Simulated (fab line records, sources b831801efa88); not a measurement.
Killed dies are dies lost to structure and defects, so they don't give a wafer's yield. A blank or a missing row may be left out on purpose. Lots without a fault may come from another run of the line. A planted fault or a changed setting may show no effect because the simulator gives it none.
One fault seen from 2 desks | flow gf180mcu | each desk has only its own numbers; what lay behind them comes last

THE TOOL OWNER'S DESK: implanter-01
The tool's own readings at GF_NWELL_IMPLANT_09: means of the sampled wafers that have a number, for each lot that ran on this tool. A lot is out of limits, marked OUT, if its mean lies more than 4 standard deviations from the usual mean; the brackets give that distance.
Columns: A = dose_ions_cm2 at GF_NWELL_IMPLANT_09, usual 4e+12; B = end_station_pressure_torr at GF_NWELL_IMPLANT_09, usual 4.99e-06 Torr; C = faraday_current_uA at GF_NWELL_IMPLANT_09, usual 22.5
lot  | first seen here | A                       | B        | C
L144 | day 4 04:58     | 4e+12                   | 5.10e-06 | 22.5
L147 | day 4 22:23     | 4e+12                   | 4.83e-06 | 22.5
L150 | day 5 13:25     | 4e+12                   | 5.18e-06 | 22.4
L155 | day 6 15:49     | 3e+13 (+99 or more) OUT | 4.94e-06 | 196.6 (+99 or more) OUT
L158 | day 7 08:46     | 3e+13 (+99 or more) OUT | 5.21e-06 | 194.8 (+99 or more) OUT
L159 | day 7 14:20     | 3e+13 (+99 or more) OUT | 5.13e-06 | 190.7 (+99 or more) OUT
This desk's finding: out of limits on L155, L158, L159; first on L155, day 6 15:49 (dose_ions_cm2 at GF_NWELL_IMPLANT_09). In limits: L144, L147, L150.

THE METROLOGY DESK
What the gauges read, lot by lot, whatever tool the lot ran on: means of the sampled wafers that have a number. A lot is out of limits, marked OUT, if its mean lies more than 4 standard deviations from the usual mean; the brackets give that distance.
Columns: A = NWELL_TW at GF_NWELL_TW_MEAS_11, usual 1583; B = NWELL_RS at GF_VT_IMPLANT_RS_MEAS_47, usual 488.1 ohm/sq; C = HV_LDD_CVD_56_THK at GF_HV_LDD_THK_MEAS_57, usual 89.9 nm
lot  | first seen here | A              | B                       | C
L142 | day 3 20:47     | 1585           | 488.4                   | 90.3
L144 | day 4 05:10     | 1574           | 485.4                   | 88.8
L147 | day 4 22:38     | 1582           | 487.2                   | 89.9
L148 | day 5 02:58     | 1603           | 486.2                   | 91.1
L150 | day 5 13:39     | 1579           | 488.3                   | 88.8
L155 | day 6 16:02     | 2021 (+36) OUT | 286.6 (-99 or more) OUT | 90.9
L158 | day 7 08:59     | 2008 (+35) OUT | 285.4 (-99 or more) OUT | 90.0
L159 | day 7 14:35     | 1994 (+34) OUT | 286.8 (-99 or more) OUT | 89.9
L160 | day 7 20:14     | 1594           | 486.8                   | 90.4
L161 | day 8 01:51     | 1572           | 488.9                   | 90.1
L162 | day 8 06:29     | 1595           | 488.5                   | 88.5
L163 | day 8 12:26     | 1594           | 487.9                   | 90.3
This desk's finding: out of limits on L155, L158, L159; first on L155, day 6 16:02 (NWELL_TW at GF_NWELL_TW_MEAS_11). In limits: L142, L144, L147, L148, L150, L160, L161, L162, L163.

PUT TOGETHER
The tool owner's desk could have raised an alarm at day 6 15:49, on L155, L158, L159.
The metrology desk could have raised an alarm at day 6 16:02, on L155, L158, L159.
Of the lots named, all ran GF_NWELL_IMPLANT_09 on implanter-01.

WHAT THE SIMULATOR HAD PUT IN
Process parameter drift: implanter-01, from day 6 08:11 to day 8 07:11, at GF_NWELL_IMPLANT_09. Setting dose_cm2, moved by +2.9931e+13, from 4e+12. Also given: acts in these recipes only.
Lots struck among those shown: L155, L158, L159.
Hours from the fault's start to each desk's first reading out of limits: the tool owner's desk, 8; the metrology desk, 8.
